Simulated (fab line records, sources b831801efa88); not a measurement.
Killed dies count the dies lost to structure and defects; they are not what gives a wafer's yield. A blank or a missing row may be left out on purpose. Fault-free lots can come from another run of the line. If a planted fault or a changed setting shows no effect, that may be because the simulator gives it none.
The tool behind it: which one? + flow sky130 + 10 lots, 30 wafers sampled, at 7 steps of a route of 708

== WHAT EACH GAUGE READ, for each wafer ==
SKY_VIA3_OVL_MEAS_13.
| lot  | measured     | on         | VIA3_OVL (nm) |
|------|--------------|------------|---------------|
| L250 | day 39 17:45 | overlay-01 | 0 -2 3        |
| L251 | day 40 02:34 | overlay-01 | -1 -9 -3      |
| L253 | day 40 14:54 | overlay-01 | 1 -6 -1       |
| L254 | day 41 03:27 | overlay-01 | -9 -8 2       |
| L255 | day 41 14:36 | overlay-02 | 6 1 0         |
| L256 | day 41 17:12 | overlay-02 | -4 -10 -8     |
| L262 | day 43 12:26 | overlay-02 | 7 -3 3        |
| L265 | day 44 13:05 | overlay-02 | 6 2 5         |
| L266 | day 45 02:12 | overlay-02 | 2 0 5         |
| L271 | day 45 23:08 | overlay-02 | -2 -5 -3      |

SKY_VIA3_RS_MEAS_22: a four-point-probe measurement.
| lot  | measured     | on            | VIA3_W_RS (ohm/sq) |
|------|--------------|---------------|--------------------|
| L250 | day 39 18:43 | film-metro-03 | 0.301 0.296 0.297  |
| L251 | day 40 03:30 | film-metro-01 | 0.297 0.292 0.295  |
| L253 | day 40 15:50 | film-metro-02 | 0.291 0.298 0.294  |
| L254 | day 41 04:23 | film-metro-01 | 0.298 0.290 0.296  |
| L255 | day 41 15:32 | film-metro-02 | 0.290 0.298 0.294  |
| L256 | day 41 18:08 | film-metro-02 | 0.297 0.299 0.307  |
| L262 | day 43 13:22 | film-metro-03 | 1.107 1.097 1.124  |
| L265 | day 44 14:01 | film-metro-02 | 0.295 0.288 0.298  |
| L266 | day 45 03:14 | film-metro-03 | 1.079 1.099 1.138  |
| L271 | day 46 00:32 | film-metro-03 | 0.290 0.295 0.294  |

SKY_VIA3_THK_MEAS_23: measures by xrf.
| lot  | measured     | on            | VIA3_W_THK (nm) |
|------|--------------|---------------|-----------------|
| L250 | day 39 18:50 | film-metro-03 | 364 369 366     |
| L251 | day 40 03:37 | film-metro-01 | 371 378 376     |
| L253 | day 40 15:56 | film-metro-02 | 379 372 377     |
| L254 | day 41 04:29 | film-metro-01 | 379 390 380     |
| L255 | day 41 15:38 | film-metro-02 | 379 373 376     |
| L256 | day 41 18:14 | film-metro-02 | 369 371 362     |
| L262 | day 43 13:28 | film-metro-03 | 104 105 103     |
| L265 | day 44 14:07 | film-metro-02 | 377 389 373     |
| L266 | day 45 03:21 | film-metro-03 | 108 106 102     |
| L271 | day 46 00:39 | film-metro-03 | 381 374 375     |

SKY_CAP2M_RS_MEAS_03: a four-point-probe measurement.
| lot  | measured     | on            | CAP2M_TIN_RS (ohm/sq) |
|------|--------------|---------------|-----------------------|
| L250 | day 39 19:33 | film-metro-01 | 6.94 7.02 6.97        |
| L251 | day 40 04:32 | film-metro-02 | 6.87 6.85 6.87        |
| L253 | day 40 16:39 | film-metro-04 | 6.87 6.80 6.83        |
| L254 | day 41 05:13 | film-metro-02 | 6.96 6.90 6.95        |
| L255 | day 41 16:21 | film-metro-04 | 6.86 6.92 6.92        |
| L256 | day 41 18:57 | film-metro-02 | 6.82 6.78 6.78        |
| L262 | day 43 14:11 | film-metro-04 | 6.85 6.81 6.88        |
| L265 | day 44 14:52 | film-metro-02 | 6.95 6.93 6.98        |
| L266 | day 45 04:04 | film-metro-02 | 6.92 6.99 7.00        |
| L271 | day 46 01:21 | film-metro-02 | 6.84 6.94 7.01        |

== WHICH TOOL RAN EACH LOT (tool, then ch and the chambers of the sampled wafers, then the start) ==
| lot  | SKY_VIA3_CVD_21               | SKY_VIA3_CMP_24               | SKY_METAL4_SPUTTER_04        |
|------|-------------------------------|-------------------------------|------------------------------|
| L250 | cvd-w-02 ch 0,1, day 39 18:35 | cmp-01 ch 2,3, day 39 18:56   | pvd-sputter-04, day 39 19:17 |
| L251 | cvd-w-02 ch 0,1, day 40 03:22 | cmp-01 ch 0,1, day 40 03:55   | pvd-sputter-04, day 40 04:17 |
| L253 | cvd-w-02 ch 0,1, day 40 15:41 | cmp-01 ch 2,3, day 40 15:59   | pvd-sputter-04, day 40 16:23 |
| L254 | cvd-w-01 ch 0,1, day 41 04:14 | cmp-02 ch 0,2,3, day 41 04:32 | pvd-sputter-04, day 41 04:57 |
| L255 | cvd-w-01 ch 0,1, day 41 15:23 | cmp-01 ch 0,1, day 41 15:41   | pvd-sputter-03, day 41 16:05 |
| L256 | cvd-w-02 ch 0,1, day 41 17:59 | cmp-02 ch 0,2,3, day 41 18:23 | pvd-sputter-02, day 41 18:41 |
| L262 | cvd-w-02 ch 0,1, day 43 13:14 | cmp-02 ch 0,1, day 43 13:31   | pvd-sputter-04, day 43 13:55 |
| L265 | cvd-w-01 ch 0,1, day 44 13:54 | cmp-02 ch 0,3, day 44 14:13   | pvd-sputter-03, day 44 14:35 |
| L266 | cvd-w-02 ch 0,1, day 45 03:05 | cmp-01 ch 0,3, day 45 03:24   | pvd-sputter-02, day 45 03:48 |
| L271 | cvd-w-01 ch 0,1, day 46 00:24 | cmp-02 ch 2,3, day 46 00:43   | pvd-sputter-02, day 46 01:07 |
- SKY_VIA3_CVD_21: deposits W, target thk 390 nm, time 117.31 s.
- SKY_VIA3_CMP_24: polishes, stops on SiO2, t overpolish 20 s, target thk 0 nm.
- SKY_METAL4_SPUTTER_04: material TiN, target thk 70 nm, time 58.3 s.

== AS READ BY THE TOOLS THEMSELVES (means over the sampled wafers that have a number; for cases with no such wafer, the mark the record gives instead) ==
SKY_VIA3_CVD_21.
| lot  | tool     | heater-power-w (W) | susceptor-temp-C (C) |
|------|----------|--------------------|----------------------|
| L250 | cvd-w-02 | 822                | 399.69               |
| L251 | cvd-w-02 | 820                | 400.00               |
| L253 | cvd-w-02 | 826                | 399.94               |
| L254 | cvd-w-01 | 865                | 400.31               |
| L255 | cvd-w-01 | 883                | 400.28               |
| L256 | cvd-w-02 | 812                | 399.82               |
| L262 | cvd-w-02 | 799                | 399.97               |
| L265 | cvd-w-01 | 901                | 400.05               |
| L266 | cvd-w-02 | 816                | 399.83               |
| L271 | cvd-w-01 | 902                | 400.11               |

SKY_VIA3_CMP_24.
| lot  | tool   | motor-current-A (A) | retaining-ring-pressure-frac | time-to-endpoint-s (s) |
|------|--------|---------------------|------------------------------|------------------------|
| L250 | cmp-01 | 11.6                | 0.997                        | 89                     |
| L251 | cmp-01 | 10.7                | 1.002                        | 93                     |
| L253 | cmp-01 | 12.3                | 0.996                        | 90                     |
| L254 | cmp-02 | 10.4                | 1.000                        | 103                    |
| L255 | cmp-01 | 10.6                | 1.005                        | 98                     |
| L256 | cmp-02 | 10.3                | 0.995                        | 97                     |
| L262 | cmp-02 | 11.2                | 1.001                        | 28                     |
| L265 | cmp-02 | 10.7                | 1.002                        | 94                     |
| L266 | cmp-01 | 11.3                | 1.004                        | 28                     |
| L271 | cmp-02 | 10.4                | 0.997                        | 96                     |

SKY_METAL4_SPUTTER_04.
| lot  | tool           | throttle-valve-pct (%) |
|------|----------------|------------------------|
| L250 | pvd-sputter-04 | 29.1                   |
| L251 | pvd-sputter-04 | 29.2                   |
| L253 | pvd-sputter-04 | 30.0                   |
| L254 | pvd-sputter-04 | 28.9                   |
| L255 | pvd-sputter-03 | 30.6                   |
| L256 | pvd-sputter-02 | 31.4                   |
| L262 | pvd-sputter-04 | 29.1                   |
| L265 | pvd-sputter-03 | 29.2                   |
| L266 | pvd-sputter-02 | 30.6                   |
| L271 | pvd-sputter-02 | 32.3                   |

== THE ANSWER, worked out from the rows above alone ==
Rule: the usual values come from the lots themselves. Put in order of their means at a reading, lots are off if they are a third of the lots or fewer, leave a main group of 4 or more, and stand apart from it by a gap of 3 or more times the standard deviation of the main group's means; of several such gaps the widest counts. A main group is skipped when, at the precision printed for the reading in the tables above, its means are all equal. Also off: a lot with no number at a reading for which 4 or more lots have one. Any other lot the step has rows for is counted as sound. After the gauges, taken in route order, come the tools' own readings; for these a lot's mean is taken, as printed above. The first step at which some lot is off is used, and at that step the reading that is off furthest; a lot without a number counts as furthest.
Off: L262, L266, seen at SKY_VIA3_RS_MEAS_22 (VIA3_W_RS). For the main group the mean is 0.295 ohm/sq and the standard deviation 0.0025.
A tool fits if, at a process step before that reading, it ran every lot that is off, and no sound lot after the first of them. The gauges at SKY_VIA3_RS_MEAS_22 aren't tried: what is off there is off at SKY_VIA3_CMP_24 too, on other tools, and a gauge's error can't cause that. One fits: SKY_VIA3_CVD_21 on cvd-w-02. Its last sound lot is L256 (day 41 17:59), its first lot that is off L262 (day 43 13:14): a fault that began between those two fits.

== WHAT THE SIMULATOR PUT IN ==
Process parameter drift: cvd-w-02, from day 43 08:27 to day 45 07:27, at SKY_VIA3_CVD_21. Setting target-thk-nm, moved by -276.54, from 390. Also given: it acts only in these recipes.
Struck lots among those shown: L262, L266. The rule above found the same.
